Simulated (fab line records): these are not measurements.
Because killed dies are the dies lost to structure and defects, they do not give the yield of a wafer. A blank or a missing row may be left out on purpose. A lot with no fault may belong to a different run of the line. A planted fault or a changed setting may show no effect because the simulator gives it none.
Problem report in the 8D (eight disciplines) form, filled by code | flow gf180mcu | the parts of the form that need people (team, actions taken, sign-off) are left out

1. WHAT WENT WRONG
MVPSD_TW at GF_MVPSD_TW_MEAS_11 reads a mean of 737 on 6 wafers of 2 lots; wafers without a fault read 552 with a standard deviation of 3.2. That is +58 standard deviations from the usual mean.
First observed at day 7 17:35: wafer L112.1, on film_metro-03. Wafers with a number at this step in the record: 33, from 11 lots. The rule behind "out" and "out of limits": a value lying over 4 standard deviations away from the usual mean. Any other wafer with a number is counted as sound.

2. WHAT IT IS AND WHAT IT IS NOT
question                    | is                           | is not
which readings at this step | MVPSD_TW                     | -
which lots                  | L112, L114                   | L101, L103, L105, L107, L108, L115, L117, L121, L122
which wafers of those lots  | all that have a number       | -
read on which gauges        | film_metro-02, film_metro-03 | film_metro-01
when                        | from day 7 17:35             | up to then (15 sound wafers); but 12 sound wafers of L115, L117, L121, L122 came after

3. SUSPECTS, AND WHAT RULES EACH OUT
Counting: any tool at a process step up to the reading is kept as a suspect provided that every lot that is out went through it and no sound lot did after the first of them.
- the gauge at GF_MVPSD_TW_MEAS_11: ruled out. 2 gauges (film_metro-02, film_metro-03) read the wafers that are out.
- implanter-03 at GF_MVPSD_IMPLANT_09: kept. Every lot that is out went through it, starting with L112 (day 7 17:20), and after that it ran no sound lot; the last sound lot it ran before then is L105 (day 6 01:40). On those wafers its own readings are out: dose_ions_cm2, faraday_current_uA.
Left after counting: implanter-03 at GF_MVPSD_IMPLANT_09.

4. THE CAUSE (what the simulator had put in)
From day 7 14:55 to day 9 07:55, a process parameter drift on implanter-03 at GF_MVPSD_IMPLANT_09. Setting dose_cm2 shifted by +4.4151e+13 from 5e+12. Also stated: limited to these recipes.
Counting left only this tool.

5. THE CHAIN OF EFFECTS, in route order
Rows list readings where the struck wafers' mean (over those with a number) sits beyond 3 standard deviations from the usual. Readings are gone through only where the record gives a usual standard deviation; hours: the median, over the lots, of the time from a lot's start at the first step in this table giving one to that lot's start at this step; sigmas: the change measured in usual standard deviations.
hours | step                     | reading            | usual         | on struck wafers | change | sigmas
0     | GF_MVPSD_IMPLANT_09      | dose_ions_cm2      | 5e+12         | 5e+13            | +4e+13 | +99 or more
0     | GF_MVPSD_IMPLANT_09      | faraday_current_uA | 28.2          | 273.9            | +245.7 | +99 or more
0     | GF_MVPSD_TW_MEAS_11      | MVPSD_TW           | 552           | 737              | +185   | +58
70    | GF_VT_IMPLANT_RS_MEAS_49 | MVPSD_RS           | 1167.9 ohm/sq | 614.1            | -553.8 | -99 or more
Process steps it contains:
- GF_MVPSD_IMPLANT_09
At these later measuring or inspecting steps, every struck wafer for which the step has a row has a number for every such reading, and none has moved that far: GF_SALICIDE_THK_MEAS_05.

6. HOW IT WOULD HAVE BEEN CAUGHT EARLIER
In this record the first reading out of limits at a measuring or inspecting step was taken at day 7 17:35, 3 hours after the fault began at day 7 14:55.
Tool's own readings at GF_MVPSD_IMPLANT_09, dose_ions_cm2, faraday_current_uA: out on all struck wafers the step has rows for; an alarm limit on them would have tripped on the first.
Lots out: 2; of these, L114 started GF_MVPSD_IMPLANT_09 on implanter-03 after day 7 17:35. A hold on the tool at that time would have spared it.
